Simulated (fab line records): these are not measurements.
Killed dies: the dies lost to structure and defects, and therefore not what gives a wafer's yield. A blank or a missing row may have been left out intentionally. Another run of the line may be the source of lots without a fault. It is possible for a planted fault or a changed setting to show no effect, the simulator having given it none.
Struck lot and sound lot, side by side -- flow sky130 -- 43 steps out of a route of 708
Sound: these wafers, L978.2, L978.3, L978.4. Wafers L983.3, L983.4, L983.6 were the ones struck. Last of all comes the cause.
Order at every step that has rows: each side's tool, ch and its chambers, its first start. Under that, the readings that differ: sound wafers -- struck wafers -- difference of the means -- sigmas: that difference in standard deviations of wafers without a fault.
alike: a reading whose means differ by less than 2 such deviations, as well as words and numbers matching on both sides. not compared: withheld readings; readings where some wafer has no value; bounds like >300 that might hide an equal value; numbers whose values overlap and for which the record gives no deviation.
A row with sigmas, a row that says differs or no value, or rows on one side alone: a step with any of these is where the two part. Non-overlapping numbers with no deviation appear without sigmas and do not part them. A reading that every wafer of one side lacks parts them only if that side has two wafers or more.

first, 2 steps without rows for these wafers: SKY_VIA2_SPUTTER_20 (material TiN, target thk 20 nm, time 80 s); SKY_VIA2_CVD_21 (deposits W, target thk 420 nm, time 126.4 s).
SKY_VIA2_RS_MEAS_22: the measuring method here is four-point-probe.
  sound on film-metro-02, day 38 10:28; struck on film-metro-03, day 40 00:44
  alike: VIA2_W_RS
SKY_VIA2_THK_MEAS_23: measures by xrf.
  sound on film-metro-02, day 38 10:35; struck on film-metro-03, day 40 00:50
  alike: VIA2_W_THK
SKY_VIA2_CMP_24: polishes, stops on SiO2, t overpolish 20 s, target thk 0 nm.
  sound on cmp-02 ch 0,1,3, day 38 10:38; struck on cmp-01 ch 0,1,2, day 40 00:53
  alike: motor-current-A, overpolish-run-s, time-to-endpoint-s
then, 2 steps without rows for these wafers: SKY_METAL3_SPUTTER_00 (material Ti, target thk 15 nm, time 10 s); SKY_METAL3_SPUTTER_01 (material TiN, target thk 20 nm, time 16.7 s).
SKY_METAL3_SPUTTER_02: material AlCu, target thk 735 nm, time 39.1 s.
  sound on pvd-sputter-03, day 38 10:59; struck on pvd-sputter-03, day 40 01:14
  alike: chamber-pressure-pa, throttle-valve-pct
SKY_METAL3_SPUTTER_03: material Ti, target thk 5 nm, time 3.3 s.
  sound on pvd-sputter-03, day 38 11:01; struck on pvd-sputter-03, day 40 01:16
  alike: chamber-pressure-pa, throttle-valve-pct
then, 2 steps without rows for these wafers: SKY_METAL3_SPUTTER_04 (material TiN, target thk 70 nm, time 58.3 s); SKY_CAPM_CVD_00 (deposits SiO2, target thk 15.5 nm).
SKY_CAPM_THK_MEAS_01:
  sound on film-metro-01, day 38 11:07; struck on film-metro-02, day 40 01:23
  alike: CAPM_CVD_00_THK
SKY_CAPM_SPUTTER_02: material TiN, target thk 200 nm, time 166.7 s.
  sound on pvd-sputter-02, day 38 11:10; struck on pvd-sputter-04, day 40 01:25
  alike: chamber-pressure-pa, throttle-valve-pct
SKY_CAPM_RS_MEAS_03: the measuring method here is four-point-probe.
  sound on film-metro-02, day 38 11:18; struck on film-metro-04, day 40 01:34
  alike: CAPM_TIN_RS
SKY_CAPM_THK_MEAS_04: measures by xrf.
  sound on film-metro-02, day 38 11:25; struck on film-metro-04, day 40 01:40
  alike: CAPM_TIN_THK
then, 7 steps without rows for these wafers: SKY_CAPM_DEHYDRATE_05 (time 60 s); SKY_CAPM_HMDS_06 (prime time 60 s); SKY_CAPM_COAT_07 (resist thk 1140 nm); SKY_CAPM_SOFTBAKE_08 (time 60 s); SKY_CAPM_EXPOSE_09 (exposes mask CAPM, target cd 1000 nm); SKY_CAPM_PEB_10; SKY_CAPM_DEVELOP_11 (develop time 60 s).
SKY_CAPM_OVL_MEAS_12:
  sound on overlay-02, day 39 12:37; struck on overlay-01, day 41 01:48
  alike: CAPM_OVL
SKY_CAPM_METAL_ETCH_13: etches TiN in Cl2/BCl3, stops on SiO2, target depth 220 nm, time 62.9 s.
  sound on rie-metal-03 ch 0,1, day 39 12:38; struck on rie-metal-01 ch 0,1, day 41 01:51
  alike: bias-w, drypump-motor-current-A, oes-product-au, throttle-valve-pct
  not compared: rf-hours-counter-h
then, 12 steps without rows for these wafers: SKY_CAPM_STRIP_14 (strips in O2/N2); SKY_CAPM_STRIP_15 (strips in post etch residue remover, time 1200 s); SKY_CAPM_CLEAN_16 (cleans in IPA, time 180 s); SKY_CAPM_CLEAN_17 (cleans in O3/DIW); SKY_METAL3_DEHYDRATE_05 (time 60 s); SKY_METAL3_HMDS_06 (prime time 60 s); SKY_METAL3_COAT_07 (resist thk 60 nm); SKY_METAL3_COAT_08 (resist thk 1140 nm); SKY_METAL3_SOFTBAKE_09 (time 90 s); SKY_METAL3_EXPOSE_10 (exposes mask MM3, target cd 300 nm); SKY_METAL3_PEB_11; SKY_METAL3_DEVELOP_12 (develop time 60 s).
SKY_METAL3_CD_MEAS_13: the cd target is 300 nm.
  sound on cd-sem-01, day 40 13:41; struck on cd-sem-01, day 42 02:10
  alike: cd-nm
SKY_METAL3_OVL_MEAS_14:
  sound on overlay-01, day 40 13:47; struck on overlay-01, day 42 02:16
  alike: METAL3_OVL
then, 2 steps without rows for these wafers: SKY_METAL3_DESCUM_15 (chemistry O2, time 8 s); SKY_METAL3_ETCH_16 (etches BARC in N2/H2, stops on SiO2, time 88.2 s, target depth 60 nm).
SKY_METAL3_ETCH_17: etches SiO2 in C4F8/O2/Ar, stops on TiN, time 3.9 s, target depth 15 nm.
  sound on rie-diel-02 ch 0,1,2, day 40 13:57; struck on rie-diel-04 ch 1,3, day 42 02:25
  alike: bias-w, oes-product-au
then, 1 step without rows for these wafers: SKY_METAL3_METAL_ETCH_18 (etches the open film in Cl2/BCl3, stops on SiO2, target depth 845 nm, time 183.1 s).
-- the record jumps here: 7 days lie between the struck wafers' starts before and after (it left off in module METAL3 and takes up again in module PAD_OPEN, whose first step shown is number 708 of the route) --
SKY_PAD_OPEN_PROBE_99:
  sound on prober-02, day 47 13:26; struck on prober-02, day 48 17:59
reading,sound,struck,difference,sigmas
defect-limited-yield (%),79.1 80.3 81.5,77.2 73.8 71.7,-6.1,-3
killed_at_M0_to_M3,46 52 48,31 35 37,-14,-2
killed_at_M4_up,2 5 1,8 7 6,+4,+2
killed-at-other,0 2 1,34 48 50,+43,+64
killed-dies,103 97 91,112 129 139,+30,+3
sort_bin_3_pad_short (%),0.8 0.6 1.2,2.0 2.6 2.2,+1.4,+4
sort_bin_5_function (%),11.0 10.4 11.0,15.4 17.7 17.3,+6.0,+5
sort-n-pass,389 395 401,380 363 353,-30,-3
sort-yield-pct (%),79.1 80.3 81.5,77.2 73.8 71.7,-6.1,-3
model.etest.tester.sort-n-pass,389 395 401,380 363 353,-30,
model.etest.tester.sort-yield-pct (%),79.06 80.28 81.5,77.24 73.78 71.75,-6.02,
model.etest.tester.sort_bin_5_pct (%),10.98 10.37 10.98,15.45 17.68 17.28,+6.03,
model.etest.tester.sort_bin_3_pct (%),0.813 0.6098 1.22,2.033 2.642 2.236,+1.423,
  alike: killed-at-contacts, killed-at-front-end, killed-open, killed-short, sort_bin_6_memory

WHERE THEY PART
Only at SKY_PAD_OPEN_PROBE_99, as far as this record shows.

WHY: what the simulator had put in
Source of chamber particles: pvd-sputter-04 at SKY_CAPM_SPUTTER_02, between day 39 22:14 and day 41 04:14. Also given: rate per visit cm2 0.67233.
